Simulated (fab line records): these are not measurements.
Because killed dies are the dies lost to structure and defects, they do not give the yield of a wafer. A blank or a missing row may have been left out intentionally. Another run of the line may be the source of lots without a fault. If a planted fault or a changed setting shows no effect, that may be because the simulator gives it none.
fab line records | flow sfqLine
[record] lots = 14 wafers = 42 lastDay = 93
route steps=325 shown I2@116 M3@129 M6@252
lots with no fault: from the same line, run without faults
startH: hours from the record's opening day to when the first of the lot's shown wafers began | waitH: hours from the lot's prior step to this one | " repeats the value in the row above | L1.1+2: several wafers, shown together as one row | - no value, or no start was given | * or withheld: withheld | < > ~ a bound
route shown NAME@n: a module of which the file shows steps, and the number in the route of the first | usual: mean/standard deviation taken from wafers without a fault | same: alike in all rows | chamber/n: place in a boat | sites: readings site by site | _std_site: standard deviation across them | _edge_site: inner sites' mean taken away from outer sites' mean | radiusMm: for every site, how far away it sits from the centre of the wafer | mask NAME#n: copy n | behind: the tool/chamber that last shaped the wafer | hold: what put the lot on hold/how long, in hours/how the hold closed | device: transistor that didn't switch, given as n, p or np | end of line: the tests these same wafers got at the end of their route | for a step that has no rows: nothing shown but its recipe | killed: dies lost to structure and defects at the first sort, not the wafer's yield | map: dies across one wafer; x = killed, . = not, _ = none there
set.NAME: the run value of the setting; set.NAME@STEP: its run value at that earlier step | model.NAME: the simulator's own value behind a step, which no gauge read
route steps across a sampled set of lots; one table per step, one row per wafer
services: a tool's chamber out of use, with start hour (startH, from the record's first day; less than 0 if before it), hours out, and reason
[[steps]]
[step SFQ_TRILAYER_I2_VIA_STRIP_STRIP_071]
[recipe] gas = O2 powerW = 200 platenTempC = 40 overashFraction = 0.65 chemistry = O2 pressureMtorr = 50
[usual] drypumpMotorCurrentA = 6.2/0.44 oesProductAu = 0.997/0.0068
// columns lot.wafer tool chamber startH waitH drypumpMotorCurrentA oesProductAu rfHoursCounterH
L478.2 rieMetal-02 1 674.98 - 6.8 1.000 75
L478.3 " 0 " " 6.4 1.007 -
L478.6 " 1 " " 6.8 1.001 -
L479.1 rieMetal-03 1 686.21 - 6.3 1.003 86
L479.3 " 0 " " 5.5 0.995 -
L479.4 " 1 " " 6.3 1.010 -
L480.2 rieMetal-01 0 815.55 - 5.8 0.980 92
L480.3 " 1 " " 5.9 0.996 -
L480.6 " 0 " " 5.7 0.995 -
L481.2 rieMetal-03 1 822.76 - 6.3 0.992 105
L481.5 " 1 " " 6.3 0.989 -
L481.6 " 0 " " 5.4 0.989 -
L482.4 rieMetal-02 0 835.13 - 6.4 0.994 -
L482.5 " 0 " " 6.4 1.004 -
L482.6 " 1 " " 6.8 1.003 -
L483.1 rieMetal-01 0 844.05 - 5.8 1.000 96
L483.3 " 1 " " 5.9 0.986 -
L483.4 " 0 " " 5.8 0.997 -
L484.1 rieMetal-01 0 872.42 - 5.8 1.003 97
L484.3 " 1 " " 5.9 1.002 -
L484.4 " 0 " " 5.7 0.997 -
L486.1 rieMetal-02 1 1022.80 - 6.8 0.998 122
L486.4 " 0 " " 6.4 0.995 -
L486.5 " 1 " " 6.8 0.991 -
L490.2 rieMetal-01 1 1043.17 - 5.9 0.994 61
L490.3 " 1 " " 5.9 0.993 -
L490.4 " 0 " " 5.7 0.987 -
L491.1 rieMetal-02 1 1047.81 - 6.8 1.011 126
L491.2 " 0 " " 6.4 1.001 75
L491.4 " 0 " " 6.4 0.990 -
L492.1 rieMetal-02 0 1051.41 - 6.4 0.984 75
L492.3 " 0 " " 6.4 0.988 -
L492.4 " 1 " " 6.8 0.995 -
L494.3 rieMetal-02 0 1059.88 - 6.4 1.001 -
L494.4 " 1 " " 6.8 1.007 -
L494.5 " 1 " " 6.8 1.010 -
L496.2 rieMetal-03 1 1066.88 - 6.3 0.998 1
L496.3 " 0 " " 5.4 0.992 -
L496.4 " 1 " " 6.3 0.985 -
L501.1 rieMetal-02 0 1076.48 - 6.4 0.996 79
L501.3 " 0 " " 6.4 1.004 -
L501.4 " 0 " " 6.4 1.003 -
[step SFQ_TRILAYER_M3_BARC_OPEN_METAL_ETCH_100]
[recipe] maskMaterial = PR chemistry = O2 targetDepthNm = 125 target = BARC icpW = 600 biasW = 80 pressureMtorr = 10 timeS = 41.7
[usual] drypumpMotorCurrentA = 5.89/0.28 oesProductAu = 0.685/0.0048
// columns lot.wafer tool chamber startH waitH drypumpMotorCurrentA oesProductAu rfHoursCounterH
L478.2 rieMetal-01 1 811.70 0.0 5.92 0.677 33
L478.3 " 1 " " 5.95 0.692 -
L478.6 " 0 " " 5.72 0.685 -
L479.1 rieMetal-01 1 826.10 0.0 5.93 0.685 35
L479.3 " 1 " " 5.93 0.678 -
L479.4 " 0 " " 5.74 0.690 -
L480.2 rieMetal-01 1 953.67 0.0 5.93 0.689 47
L480.3 " 1 " " 5.92 0.686 -
L480.6 " 0 " " 5.73 0.688 -
L481.2 rieMetal-03 0 959.67 0.0 5.42 0.675 22
L481.5 " 1 " " 6.30 0.679 -
L481.6 " 0 " " 5.44 0.682 -
L482.4 rieMetal-01 1 971.69 0.0 5.92 0.684 -
L482.5 " 1 " " 5.93 0.680 -
L482.6 " 0 " " 5.72 0.689 -
L483.1 rieMetal-04 1 980.17 0.0 6.23 0.684 28
L483.3 " 1 " " 6.22 0.682 -
L483.4 " 0 " " 5.61 0.681 -
L484.1 rieMetal-03 1 981.37 0.0 6.26 0.685 125
L484.3 " 1 " " 6.27 0.683 -
L484.4 " 0 " " 5.46 0.681 -
L486.1 rieMetal-03 0 1026.42 0.0 5.44 0.682 32
L486.4 " 1 " " 6.31 0.684 -
L486.5 " 0 " " 5.44 0.681 -
L490.2 rieMetal-04 0 1169.64 0.0 5.65 0.688 90
L490.3 " 0 " " 5.68 0.689 -
L490.4 " 1 " " 6.27 0.702 -
L491.1 rieMetal-01 0 1176.84 0.0 5.76 0.685 14
L491.2 " 1 " " 5.93 0.681 84
L491.4 " 0 " " 5.76 0.685 -
L492.1 rieMetal-04 1 1181.64 0.0 6.25 0.684 52
L492.3 " 1 " " 6.25 0.684 -
L492.4 " 0 " " 5.62 0.695 -
L494.3 rieMetal-01 1 1186.46 0.0 5.93 0.679 -
L494.4 " 0 " " 5.73 0.684 -
L494.5 " 0 " " 5.73 0.683 -
L496.2 rieMetal-01 0 1192.03 0.0 5.71 0.684 16
L496.3 " 1 " " 5.95 0.688 -
L496.4 " 0 " " 5.73 0.684 -
L501.1 rieMetal-01 0 1199.23 0.0 5.73 0.687 18
L501.3 " 1 " " 5.93 0.689 -
L501.4 " 0 " " 5.72 0.690 -
[step SFQ_TRILAYER_M6_DEP_SPUTTER_157]
[recipe] material = Nb basePressurePa = 1.33e-06 chamberPressurePa = 0.1333 substrateTempC = 20 targetThkNm = 200 powerW = 2000 timeS = 133.3
[usual] cathodeDcPowerW = 2000.0/0.36 throttleValvePct = 29.7/0.8
// columns lot.wafer tool chamber startH waitH cathodeDcPowerW throttleValvePct
L478.2 pvdSputter-06 - 1604.92 0.0 2000.2 29.7
L478.3 " - " " 1999.9 30.1
L478.6 " - " " 2000.0 29.6
L479.1 pvdSputter-03 - 1607.32 0.0 2000.0 28.3
L479.3 " - " " 1999.9 30.3
L479.4 " - " " 1999.9 30.5
L480.2 pvdSputter-06 - 1611.17 0.0 1999.9 28.2
L480.3 " - " " 1999.9 30.0
L480.6 " - " " 1999.4 30.5
L481.2 pvdSputter-03 - 1662.30 0.0 1999.6 28.1
L481.5 " - " " 2000.5 29.5
L481.6 " - " " 1999.7 28.4
L482.4 pvdSputter-05 - 1767.09 0.0 1999.7 29.3
L482.5 " - " " 1999.8 30.8
L482.6 " - " " 2000.1 29.9
L483.1 pvdSputter-06 - 1768.29 0.0 2000.0 29.6
L483.3 " - " " 2000.4 29.8
L483.4 " - " " 2000.7 28.3
L484.1 pvdSputter-05 - 1773.09 0.0 1999.6 30.4
L484.3 " - " " 1999.7 29.5
L484.4 " - " " 2000.4 30.0
L486.1 pvdSputter-03 - 1785.09 0.0 1999.8 30.3
L486.4 " - " " 1999.6 28.3
L486.5 " - " " 2000.2 29.4
L490.2 pvdSputter-06 - 1793.49 0.0 1999.7 29.7
L490.3 " - " " 2000.1 28.3
L490.4 " - " " 2000.2 30.7
L491.1 pvdSputter-05 - 1799.49 0.0 1999.8 29.1
L491.2 " - " " 2000.2 30.3
L491.4 " - " " 2000.2 30.5
L492.1 pvdSputter-03 - 1802.49 0.0 2000.1 28.2
L492.3 " - " " 2000.0 29.4
L492.4 " - " " 1999.8 29.8
L494.3 pvdSputter-05 - 1809.69 0.0 1999.6 30.2
L494.4 " - " " 1999.8 30.4
L494.5 " - " " 1999.5 29.9
L496.2 pvdSputter-06 - 1860.79 0.0 2000.2 28.4
L496.3 " - " " 2000.0 29.6
L496.4 " - " " 1999.8 30.7
L501.1 pvdSputter-03 - 1866.79 0.0 2000.0 29.8
L501.3 " - " " 1999.9 30.4
L501.4 " - " " 1999.9 29.3
[step SFQ_M6_RS_MEAS_938]
[recipe] thkMeasGauge = four-point-probe reads = Nb_of_TRILAYER_M6_DEP_SPUTTER_157
[usual] M6_NB_RS = 0.896/0.0086
// columns lot.wafer tool chamber startH waitH hold M6_NB_RS[ohm/sq]
L478.2 filmMetro-04 - 1605.03 0.1 - 0.899
L478.3 " - " " - 0.900
L478.6 " - " " - 0.897
L479.1 filmMetro-02 - 1607.41 0.0 - 0.899
L479.3 " - " " - 0.904
L479.4 " - " " - 0.906
L480.2 filmMetro-03 - 1611.28 0.1 - 0.902
L480.3 " - " " - 0.914
L480.6 " - " " - 0.912
L481.2 filmMetro-03 - 1662.41 0.1 - 0.897
L481.5 " - " " - 0.890
L481.6 " - " " - 0.901
L482.4 filmMetro-04 - 1767.24 0.1 - 0.899
L482.5 " - " " - 0.903
L482.6 " - " " - 0.910
L483.1 filmMetro-04 - 1768.38 0.0 - 0.898
L483.3 " - " " - 0.898
L483.4 " - " " - 0.898
L484.1 filmMetro-04 - 1773.18 0.0 - 0.907
L484.3 " - " " - 0.903
L484.4 " - " " - 0.918
L486.1 filmMetro-02 - 1785.18 0.0 - 0.890
L486.4 " - " " - 0.887
L486.5 " - " " - 0.887
L490.2 filmMetro-04 - 1793.60 0.1 - 0.892
L490.3 " - " " - 0.892
L490.4 " - " " - 0.905
L491.1 filmMetro-03 - 1799.58 0.0 awaitDispo/0.2h/release 0.465
L491.2 " - " " awaitDispo/0.2h/release 0.911
L491.4 " - " " awaitDispo/0.2h/release 0.464
L491.1 filmMetro-03 - 1799.86 0.3 - 0.465
L491.2 " - " " - 0.911
L491.4 " - " " - 0.464
L492.1 filmMetro-02 - 1802.58 0.0 - 0.899
L492.3 " - " " - 0.903
L492.4 " - " " - 0.901
L494.3 filmMetro-03 - 1809.82 0.1 awaitDispo/0.2h/release 0.889
L494.4 " - " " awaitDispo/0.2h/release 0.461
L494.5 " - " " awaitDispo/0.2h/release 0.898
L494.3 filmMetro-03 - 1810.10 0.3 - 0.888
L494.4 " - " " - 0.463
L494.5 " - " " - 0.898
L496.2 filmMetro-03 - 1860.90 0.1 - 0.893
L496.3 " - " " - 0.893
L496.4 " - " " - 0.895
L501.1 filmMetro-04 - 1866.88 0.0 - 0.885
L501.3 " - " " - 0.893
L501.4 " - " " - 0.897
[step SFQ_TRILAYER_M6_ETCH_METAL_ETCH_162]
[recipe] target = Nb stopOn = SiO2 maskMaterial = PR chemistry = Cl2/Ar targetDepthNm = 240 icpW = 600 biasW = 80 pressureMtorr = 10 timeS = 120
[usual] drypumpMotorCurrentA = 6.2/0.41 oesProductAu = 0.891/0.0065
// columns lot.wafer tool chamber startH waitH drypumpMotorCurrentA oesProductAu rfHoursCounterH
L478.2 rieMetal-02 0 1703.62 0.0 6.4 0.896 29
L478.3 " 1 " " 6.8 0.887 -
L478.6 " 1 " " 6.8 0.900 -
L479.1 rieMetal-02 1 1707.22 0.0 6.8 0.892 86
L479.3 " 0 " " 6.4 0.890 -
L479.4 " 1 " " 6.8 0.887 -
L480.2 rieMetal-01 1 1709.62 0.0 5.9 0.887 25
L480.3 " 0 " " 5.7 0.880 -
L480.6 " 1 " " 5.9 0.882 -
L481.2 rieMetal-02 1 1715.58 0.0 6.8 0.887 88
L481.5 " 0 " " 6.3 0.897 -
L481.6 " 1 " " 6.8 0.893 -
L482.4 rieMetal-01 0 1823.87 0.1 5.7 0.885 -
L482.5 " 0 " " 5.7 0.884 -
L482.6 " 1 " " 5.9 0.878 -
L483.1 rieMetal-01 1 1826.07 0.0 5.9 0.885 40
L483.3 " 1 " " 5.9 0.882 -
L483.4 " 0 " " 5.7 0.896 -
L484.1 rieMetal-04 0 1832.07 0.0 5.7 0.879 55
L484.3 " 0 " " 5.6 0.896 -
L484.4 " 1 " " 6.2 0.878 -
L486.1 rieMetal-02 0 1841.67 0.0 6.4 0.887 46
L486.4 " 1 " " 6.8 0.893 -
L486.5 " 0 " " 6.4 0.895 -
L490.2 rieMetal-04 0 1847.67 0.0 5.7 0.901 57
L490.3 " 1 " " 6.3 0.900 -
L490.4 " 0 " " 5.7 0.882 -
L491.1 rieMetal-01 1 1848.87 0.0 5.9 0.996 46
L491.2 " 0 " " 5.8 0.886 106
L491.4 " 1 " " 5.9 0.995 -
L492.1 rieMetal-01 0 1850.07 0.0 5.8 0.890 107
L492.3 " 0 " " 5.7 0.887 -
L492.4 " 1 " " 5.9 0.885 -
L494.3 rieMetal-02 0 1853.71 0.1 6.4 0.894 -
L494.4 " 1 " " 6.8 1.001 -
L494.5 " 1 " " 6.8 0.888 -
L496.2 rieMetal-02 0 1936.48 0.0 6.4 0.886 63
L496.3 " 1 " " 6.8 0.892 -
L496.4 " 0 " " 6.4 0.899 -
L501.1 rieMetal-02 0 1948.48 0.0 6.4 0.889 65
L501.3 " 0 " " 6.4 0.896 -
L501.4 " 1 " " 6.8 0.889 -
[step SFQ_TRILAYER_M6_STRIP_STRIP_163]
[recipe] gas = O2 powerW = 200 platenTempC = 40 overashFraction = 0.65 chemistry = O2 pressureMtorr = 50
[usual] drypumpMotorCurrentA = 6.2/0.41 oesProductAu = 1.000/0.0073
// columns lot.wafer tool chamber startH waitH drypumpMotorCurrentA oesProductAu rfHoursCounterH
L478.2 rieMetal-02 0 1703.74 0.1 6.4 0.994 29
L478.3 " 1 " " 6.8 1.007 -
L478.6 " 1 " " 6.8 1.011 -
L479.1 rieMetal-02 1 1707.34 0.1 6.8 1.007 86
L479.3 " 0 " " 6.4 1.008 -
L479.4 " 1 " " 6.8 1.007 -
L480.2 rieMetal-01 1 1709.74 0.1 5.9 0.999 26
L480.3 " 0 " " 5.7 1.000 -
L480.6 " 1 " " 5.9 1.000 -
L481.2 rieMetal-02 1 1715.70 0.1 6.8 0.998 88
L481.5 " 0 " " 6.4 1.002 -
L481.6 " 1 " " 6.8 1.006 -
L482.4 rieMetal-01 0 1824.16 0.2 5.7 0.986 -
L482.5 " 0 " " 5.7 0.995 -
L482.6 " 1 " " 5.9 0.996 -
L483.1 rieMetal-01 1 1826.19 0.1 5.9 1.000 40
L483.3 " 1 " " 5.9 0.993 -
L483.4 " 0 " " 5.8 0.991 -
L484.1 rieMetal-04 0 1832.19 0.1 5.7 0.994 55
L484.3 " 0 " " 5.7 0.995 -
L484.4 " 1 " " 6.2 1.003 -
L486.1 rieMetal-02 0 1841.79 0.1 6.4 0.999 46
L486.4 " 1 " " 6.8 1.008 -
L486.5 " 0 " " 6.3 1.008 -
L490.2 rieMetal-04 0 1847.79 0.1 5.6 0.997 58
L490.3 " 1 " " 6.2 1.002 -
L490.4 " 0 " " 5.6 1.007 -
L491.1 rieMetal-01 1 1848.99 0.1 5.9 1.000 46
L491.2 " 0 " " 5.8 0.989 106
L491.4 " 1 " " 5.9 0.990 -
L492.1 rieMetal-01 0 1850.19 0.1 5.8 0.992 107
L492.3 " 0 " " 5.8 0.997 -
L492.4 " 1 " " 5.9 0.995 -
L494.3 rieMetal-02 0 1853.99 0.2 6.4 1.000 -
L494.4 " 1 " " 6.8 1.014 -
L494.5 " 1 " " 6.8 1.011 -
L496.2 rieMetal-02 0 1936.61 0.1 6.4 0.990 63
L496.3 " 1 " " 6.8 1.003 -
L496.4 " 0 " " 6.4 0.995 -
L501.1 rieMetal-02 0 1948.61 0.1 6.4 0.995 65
L501.3 " 0 " " 6.4 0.998 -
L501.4 " 1 " " 6.8 1.002 -
[[services]]
// columns tool chamber startH hours kind
rieMetal-01 - 651.89 2.8 pm
rieMetal-02 - 669.02 0.1 repair
rieMetal-04 0 677.21 5.1 repair
rieMetal-02 1 699.83 1.4 repair
rieMetal-01 - 768.65 0.5 repair
rieMetal-02 - 888.46 1.4 pm
rieMetal-02 0 1011.28 3.5 repair
rieMetal-02 1 1026.60 1.2 repair
rieMetal-02 - 1091.66 0.7 repair
rieMetal-02 - 1190.82 2.8 pm
rieMetal-02 - 1207.42 6.1 repair
rieMetal-02 - 1228.90 0.5 repair
rieMetal-01 0 1231.91 13.3 repair
rieMetal-01 - 1298.53 28.1 pm
rieMetal-01 1 1371.31 12.1 repair
rieMetal-02 - 1421.68 28.1 pm
rieMetal-01 0 1428.09 14.7 repair
rieMetal-02 - 1457.38 5.9 repair
rieMetal-02 - 1719.87 0.2 repair
rieMetal-01 - 1751.89 2.8 pm
rieMetal-02 0 1816.86 16.9 repair
rieMetal-02 - 1832.20 5.5 repair
rieMetal-02 - 1888.52 0.1 repair
rieMetal-01 - 1907.73 1.6 repair
[[key]]
[firstSign] step = SFQ_M6_RS_MEAS_938 reading = visit direction = added
[effect] step = SFQ_M6_RS_MEAS_938 reading = M6_NB_RS direction = down sigmas = 50 usual = 0.896 struck = 0.463
[effect] step = SFQ_TRILAYER_M6_ETCH_METAL_ETCH_162 reading = oesProductAu direction = up sigmas = 16 usual = 0.891 struck = 0.997
metAt SFQ_TRILAYER_M6_DEP_SPUTTER_157
struckLots L491,L494
struckWafers L491.1,L491.4,L494.4
notActingAt SFQ_TRILAYER_I2_VIA_STRIP_STRIP_071,SFQ_TRILAYER_M3_BARC_OPEN_METAL_ETCH_100,SFQ_TRILAYER_M6_STRIP_STRIP_163
onsetBetween 1773.09 1799.49
[fault] kind = processParameterDrift tool = pvdSputter-05 chamber = - onsetH = 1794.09 steps = SFQ_TRILAYER_M6_DEP_SPUTTER_157 channel = targetThkNm offset = 181.59 shape = step endH = 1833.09 scope = struckWafersOnly actsIn = theseRecipesOnly stated = 200
